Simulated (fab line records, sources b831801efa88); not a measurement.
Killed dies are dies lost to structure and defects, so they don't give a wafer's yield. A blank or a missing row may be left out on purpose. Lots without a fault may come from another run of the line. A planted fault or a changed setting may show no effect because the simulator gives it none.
fab line records | flow gf180mcu
record lots=12 wafers=36 last_day=34
route steps=602 shown NWELL@53 NSD@245 SALICIDE@282 CONTACT@311
lots that met no fault: from a run of the same line without faults
start_h: hours from the record's first day to the start of the lot's first wafer shown | wait_h: hours since the lot's step before | " the same as in the row above | L1.1+2: a row that stands for several wafers | - no value, or no start given | * or withheld: withheld | < > ~ a bound
route shown NAME@n: a module of which the file shows steps, and the number in the route of the first | usual: mean/standard deviation of fault-free wafers | same: alike in all rows | chamber/n: place in a boat | sites: the reading at each site | _std_site: their standard deviation | _edge_site: outer sites' mean less inner sites' | radius_mm: how far each site lies from the wafer's centre | mask NAME#n: copy n | behind: the tool/chamber that last shaped the wafer | hold: why the lot was held/for how many hours/how that ended | device: the transistor (n, p or np) that didn't switch | end of line: the same wafers' tests at the end of the route | a step without rows: its recipe alone | killed: dies lost to structure and defects at the first sort, not the wafer's yield | map: a wafer's dies, x killed, . not, _ none there
set.NAME: the setting as run; set.NAME@STEP: as run at that earlier step | model.NAME: the simulator's own value behind a step, which no gauge read
steps of the route over a sample of lots; a table a step, a row a wafer
services: from which hour (start_h, from the record's first day; less than 0 if before it) a tool's chamber was out of use, for how many hours, and why
## steps
# step GF_NWELL_TW_MEAS_11
# usual NWELL_TW=1566/14
# columns lot.wafer tool chamber start_h wait_h NWELL_TW
L598.1 film_metro-04 - 60.25 0.1 1552
L598.3 " - " " 1551
L598.6 " - " " 1551
L599.1 film_metro-04 - 66.37 0.1 1555
L599.3 " - " " 1552
L599.4 " - " " 1557
L600.2 film_metro-02 - 72.26 0.1 1553
L600.4 " - " " 1543
L600.5 " - " " 1562
L607.1 film_metro-03 - 109.75 0.1 1578
L607.3 " - " " 1586
L607.4 " - " " 1580
L608.1 film_metro-04 - 116.90 0.1 1571
L608.5 " - " " 1556
L608.6 " - " " 1562
L612.1 film_metro-03 - 139.60 0.1 1576
L612.3 " - " " 1583
L612.6 " - " " 1581
L613.2 film_metro-02 - 143.13 0.1 1554
L613.4 " - " " 1548
L613.6 " - " " 1556
L615.2 film_metro-02 - 154.71 0.1 1559
L615.5 " - " " 1568
L615.6 " - " " 1560
L616.2 film_metro-04 - 159.88 0.1 1571
L616.3 " - " " 1561
L616.6 " - " " 1558
L617.4 film_metro-03 - 165.20 0.1 1580
L617.5 " - " " 1581
L617.6 " - " " 1579
L618.2 film_metro-02 - 172.16 0.1 1555
L618.4 " - " " 1564
L618.6 " - " " 1557
L620.1 film_metro-04 - 183.15 0.1 1573
L620.3 " - " " 1576
L620.5 " - " " 1568
# step GF_NSD_IMPLANT_10
# recipe species=P energy_kev=40 dose_cm2=5e+14 tilt_deg=7
# usual dose_ions_cm2=5.001e+14/5.6e+11 end_station_pressure_torr=7.3e-06/3.7e-07 faraday_current_uA=2799/54
# columns lot.wafer tool chamber start_h wait_h dose_ions_cm2 end_station_pressure_torr faraday_current_uA
L598.1 implanter-01 0 304.33 0.1 5.001e+14 6.3e-06 2830
L598.3 " 0 " " 5.001e+14 7.4e-06 2856
L598.6 " 0 " " 5.006e+14 7.1e-06 2802
L599.1 implanter-01 0 310.66 0.1 5.005e+14 6.7e-06 2831
L599.3 " 0 " " 5.002e+14 7e-06 2814
L599.4 " 0 " " 5.009e+14 8e-06 2768
L600.2 implanter-02 0 326.11 0.1 5.002e+14 6.6e-06 2711
L600.4 " 0 " " 5.002e+14 7.1e-06 2862
L600.5 " 0 " " 5e+14 7.7e-06 2781
L607.1 implanter-02 0 379.31 0.1 8.266e+14 9.1e-06 4475
L607.3 " 0 " " 8.255e+14 9.1e-06 4542
L607.4 " 0 " " 8.259e+14 8.3e-06 4457
L608.1 implanter-02 0 389.31 0.1 8.263e+14 7.9e-06 4513
L608.5 " 0 " " 8.263e+14 8.7e-06 4565
L608.6 " 0 " " 8.264e+14 9e-06 4660
L612.1 implanter-01 0 429.26 0.1 5.011e+14 7.6e-06 2820
L612.3 " 0 " " 5.001e+14 7.2e-06 2852
L612.6 " 0 " " 5.003e+14 7e-06 2831
L613.2 implanter-01 0 429.88 0.1 5.007e+14 7.3e-06 2873
L613.4 " 0 " " 5e+14 7.6e-06 2794
L613.6 " 0 " " 5.009e+14 6.7e-06 2791
L615.2 implanter-02 0 449.22 0.1 4.998e+14 6.9e-06 2797
L615.5 " 0 " " 5.006e+14 6.8e-06 2863
L615.6 " 0 " " 5.004e+14 6.6e-06 2708
L616.2 implanter-01 0 453.71 0.1 5.003e+14 7.6e-06 2875
L616.3 " 0 " " 4.994e+14 7.3e-06 2874
L616.6 " 0 " " 4.994e+14 7.3e-06 2786
L617.4 implanter-02 0 461.23 0.1 5.002e+14 7.5e-06 2756
L617.5 " 0 " " 5.005e+14 7.7e-06 2687
L617.6 " 0 " " 5.005e+14 7.4e-06 2803
L618.2 implanter-01 0 471.59 0.1 4.997e+14 7e-06 2772
L618.4 " 0 " " 5.008e+14 7e-06 2788
L618.6 " 0 " " 5.003e+14 7.4e-06 2771
L620.1 implanter-01 0 485.11 0.1 4.998e+14 7.6e-06 2814
L620.3 " 0 " " 4.999e+14 6.7e-06 2825
L620.5 " 0 " " 4.993e+14 7.6e-06 2789
# step GF_NSD_STRIP_11
# recipe chemistry=O2/N2 power_w=1400 pressure_mtorr=1500 platen_temp_c=250 o2_flow_sccm=3000 n2_flow_sccm=300 overash_fraction=0.5
# usual chamber_pressure_mTorr=1500/5 drypump_motor_current_A=5.7/0.49 heater_power_w=318/33 oes_product_au=0.487/0.0043 strip_time_to_endpoint_s=22.96/0.04
# same overash_fraction=0.5
# columns lot.wafer tool chamber start_h wait_h chamber_pressure_mTorr drypump_motor_current_A heater_power_w oes_product_au rf_hours_counter_h strip_time_to_endpoint_s
L598.1 plasma_asher-01 0 304.48 0.1 1500 5.3 278 0.491 67 22.90
L598.3 " 0 " " 1502 5.3 288 0.483 - 22.88
L598.6 " 0 " " 1501 5.3 293 0.489 - 22.88
L599.1 plasma_asher-04 1 310.81 0.1 1499 5.2 286 0.490 56 23.01
L599.3 " 0 " " 1500 5.6 325 0.494 - 22.98
L599.4 " 1 " " 1499 5.2 296 0.481 - 22.96
L600.2 plasma_asher-04 0 326.23 0.1 1498 5.6 317 0.487 58 23.00
L600.4 " 0 " " 1500 5.6 329 0.480 - 22.97
L600.5 " 0 " " 1502 5.6 319 0.492 - 22.99
L607.1 plasma_asher-01 0 379.46 0.1 1499 5.2 282 0.491 77 23.28
L607.3 " 0 " " 1499 5.3 292 0.484 - 23.23
L607.4 " 1 " " 1497 6.1 387 0.484 - 23.24
L608.1 plasma_asher-01 1 389.46 0.1 1500 6.0 383 0.481 78 23.28
L608.5 " 1 " " 1499 6.0 382 0.474 - 23.27
L608.6 " 0 " " 1499 5.2 291 0.479 - 23.23
L612.1 plasma_asher-03 1 429.41 0.1 1500 6.6 366 0.482 35 22.95
L612.3 " 1 " " 1500 6.6 356 0.492 - 22.93
L612.6 " 1 " " 1502 6.6 361 0.484 - 22.93
L613.2 plasma_asher-03 1 430.01 0.1 1501 6.6 359 0.482 35 22.96
L613.4 " 0 " " 1497 6.6 319 0.486 - 22.95
L613.6 " 0 " " 1502 6.6 317 0.487 - 22.93
L615.2 plasma_asher-04 1 449.34 0.1 1501 5.2 290 0.489 74 22.99
L615.5 " 0 " " 1500 5.6 316 0.488 - 22.95
L615.6 " 1 " " 1500 5.2 290 0.486 - 22.96
L616.2 plasma_asher-04 0 453.83 0.1 1498 5.6 322 0.491 75 22.95
L616.3 " 1 " " 1501 5.2 286 0.486 - 22.99
L616.6 " 0 " " 1499 5.6 321 0.485 - 22.98
L617.4 plasma_asher-04 1 461.34 0.1 1500 5.2 291 0.491 - 22.97
L617.5 " 1 " " 1499 5.2 278 0.488 - 22.90
L617.6 " 0 " " 1500 5.7 320 0.485 - 22.96
L618.2 plasma_asher-01 0 471.71 0.1 1501 5.3 273 0.481 87 22.92
L618.4 " 1 " " 1503 6.1 372 0.491 - 22.91
L618.6 " 0 " " 1500 5.3 286 0.479 - 22.93
L620.1 plasma_asher-03 1 485.26 0.1 1501 6.6 361 0.488 41 22.89
L620.3 " 0 " " 1500 6.6 320 0.483 - 22.90
L620.5 " 0 " " 1499 6.6 319 0.494 - 22.89
# step GF_PSD_RS_MEAS_14
# recipe thk_meas_gauge=four-point-probe
# usual NSD_RS=46.20/0.098
# columns lot.wafer tool chamber start_h wait_h NSD_RS[ohm/sq]
L598.1 film_metro-03 - 325.18 0.1 46.10
L598.3 " - " " 46.14
L598.6 " - " " 46.25
L599.1 film_metro-02 - 331.56 0.1 46.15
L599.3 " - " " 46.28
L599.4 " - " " 46.24
L600.2 film_metro-03 - 347.79 0.1 46.23
L600.4 " - " " 46.15
L600.5 " - " " 46.24
L607.1 film_metro-02 - 403.31 0.1 42.56
L607.3 " - " " 42.64
L607.4 " - " " 42.47
L608.1 film_metro-03 - 412.82 0.1 42.58
L608.5 " - " " 42.76
L608.6 " - " " 42.59
L612.1 film_metro-02 - 454.13 0.1 46.16
L612.3 " - " " 46.07
L612.6 " - " " 46.23
L613.2 film_metro-01 - 454.69 0.1 46.23
L613.4 " - " " 46.37
L613.6 " - " " 46.36
L615.2 film_metro-02 - 474.60 0.1 46.15
L615.5 " - " " 46.21
L615.6 " - " " 45.91
L616.2 film_metro-01 - 478.33 0.1 46.23
L616.3 " - " " 46.35
L616.6 " - " " 46.27
L617.4 film_metro-02 - 485.88 0.1 46.15
L617.5 " - " " 46.17
L617.6 " - " " 46.06
L618.2 film_metro-01 - 496.15 0.1 46.28
L618.4 " - " " 46.23
L618.6 " - " " 46.33
L620.1 film_metro-01 - 509.06 0.1 46.24
L620.3 " - " " 46.28
L620.5 " - " " 46.22
# step GF_SALICIDE_RS_MEAS_04
# recipe thk_meas_gauge=four-point-probe reads=TiN_of_SALICIDE_SPUTTER_03+Co_of_SALICIDE_SPUTTER_02
# usual SALICIDE_TIN_RS=16.4/0.32
# columns lot.wafer tool chamber start_h wait_h SALICIDE_TIN_RS[ohm/sq]
L598.1 film_metro-01 - 346.97 0.0 16.1
L598.3 " - " " 16.1
L598.6 " - " " 16.2
L599.1 film_metro-03 - 353.46 0.0 15.9
L599.3 " - " " 16.1
L599.4 " - " " 15.9
L600.2 film_metro-03 - 369.65 0.0 16.7
L600.4 " - " " 16.7
L600.5 " - " " 16.7
L607.1 film_metro-04 - 427.67 0.0 16.8
L607.3 " - " " 16.7
L607.4 " - " " 17.0
L608.1 film_metro-04 - 436.73 0.0 16.1
L608.5 " - " " 16.2
L608.6 " - " " 16.2
L612.1 film_metro-01 - 478.71 0.0 16.4
L612.3 " - " " 16.6
L612.6 " - " " 16.5
L613.2 film_metro-01 - 479.08 0.0 16.7
L613.4 " - " " 16.8
L613.6 " - " " 16.7
L615.2 film_metro-03 - 498.90 0.0 15.9
L615.5 " - " " 16.0
L615.6 " - " " 15.9
L616.2 film_metro-03 - 502.66 0.0 16.1
L616.3 " - " " 15.9
L616.6 " - " " 15.9
L617.4 film_metro-01 - 510.35 0.1 16.5
L617.5 " - " " 16.6
L617.6 " - " " 16.3
L618.2 film_metro-01 - 520.48 0.0 16.8
L618.4 " - " " 16.7
L618.6 " - " " 16.7
L620.1 film_metro-04 - 532.89 0.0 16.6
L620.3 " - " " 16.3
L620.5 " - " " 16.5
# step GF_CONTACT_CVD_24
# recipe material=W target_thk_nm=300 time_s=90.339 temp_c=400 pressure_torr=40
# usual heater_power_w=835/44
# columns lot.wafer tool chamber start_h wait_h heater_power_w since_wet_clean_h
L598.1 cvd_w-01 0 370.45 0.0 868 466
L598.3 " 0 " " 895 -
L598.6 " 1 " " 837 -
L599.1 cvd_w-01 1 377.50 0.0 841 474
L599.3 " 1 " " 856 -
L599.4 " 0 " " 869 -
L600.2 cvd_w-01 1 393.74 0.0 852 490
L600.4 " 1 " " 850 -
L600.5 " 1 " " 859 -
L607.1 cvd_w-01 1 453.39 0.0 854 549
L607.3 " 1 " " 836 -
L607.4 " 0 " " 883 -
L608.1 cvd_w-01 1 463.23 0.0 865 559
L608.5 " 1 " " 841 -
L608.6 " 0 " " 871 -
L612.1 cvd_w-01 1 504.01 0.0 845 600
L612.3 " 0 " " 867 -
L612.6 " 0 " " 868 -
L613.2 cvd_w-01 1 504.36 0.0 849 600
L613.4 " 1 " " 860 -
L613.6 " 1 " " 874 -
L615.2 cvd_w-02 1 524.12 0.0 806 120
L615.5 " 1 " " 805 -
L615.6 " 0 " " 760 -
L616.2 cvd_w-01 1 527.35 0.0 870 623
L616.3 " 0 " " 891 -
L616.6 " 1 " " 853 -
L617.4 cvd_w-02 1 534.98 0.0 780 -
L617.5 " 1 " " 799 -
L617.6 " 0 " " 785 -
L618.2 cvd_w-02 1 545.30 0.0 806 141
L618.4 " 1 " " 798 -
L618.6 " 0 " " 748 -
L620.1 cvd_w-01 1 557.29 0.0 866 653
L620.3 " 0 " " 869 -
L620.5 " 0 " " 872 -
## services
# columns tool chamber start_h hours kind
implanter-02 - 286.34 3.9 repair
implanter-01 - 287.64 3.0 repair
implanter-01 - 291.27 3.9 pm
cvd_w-01 - 320.15 6.0 pm
plasma_asher-03 - 331.76 7.5 repair
plasma_asher-04 - 357.53 0.8 repair
cvd_w-02 - 390.00 14.0 pm
cvd_w-02 0 390.00 14.0 vent_cycle
cvd_w-02 1 390.00 14.0 vent_cycle
cvd_w-01 0 407.60 6.6 repair
plasma_asher-01 - 418.37 1.2 repair
implanter-01 - 419.07 2.6 repair
cvd_w-01 - 435.51 1.6 repair
plasma_asher-03 - 477.04 1.0 repair
plasma_asher-04 - 479.91 1.3 repair
cvd_w-02 1 490.43 4.0 repair
plasma_asher-01 - 509.14 0.6 repair
implanter-01 - 511.67 2.8 repair
plasma_asher-04 - 514.74 12.5 repair
implanter-02 - 521.59 9.5 repair
implanter-01 - 523.57 2.2 repair
implanter-02 - 533.07 1.2 repair
implanter-02 - 545.36 3.0 pm
implanter-01 - 546.29 3.3 pm
## key
first_sign step=GF_NSD_IMPLANT_10 reading=dose_ions_cm2 direction=up sigmas=99+ usual=5.001e+14 struck=8.262e+14
effect step=GF_NSD_IMPLANT_10 reading=faraday_current_uA direction=up sigmas=32 usual=2799 struck=4535
effect step=GF_NSD_STRIP_11 reading=strip_time_to_endpoint_s direction=up sigmas=7.4 usual=* struck=*
effect step=GF_PSD_RS_MEAS_14 reading=NSD_RS direction=down sigmas=37 usual=46.20 struck=42.60
met_at GF_NSD_IMPLANT_10
struck_lots L607,L608
tester_left_out L607,L608
not_acting_at GF_NWELL_TW_MEAS_11,GF_SALICIDE_RS_MEAS_04,GF_CONTACT_CVD_24
onset_between 326.11 379.31
fault kind=process_parameter_drift tool=implanter-02 chamber=- onset_h=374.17 steps=GF_NSD_IMPLANT_10 channel=dose_cm2 offset=3.2623e+14 shape=step end_h=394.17 acts_in=these_recipes_only stated=5e+14
# tester_left_out: of these lots the tester's yield and bins aren't shown, on N5 and GAA mostly nor the transistor test; their killed dies are dies lost to structure and defects alone, not to doping, threshold or leakage, so they don't give the yield
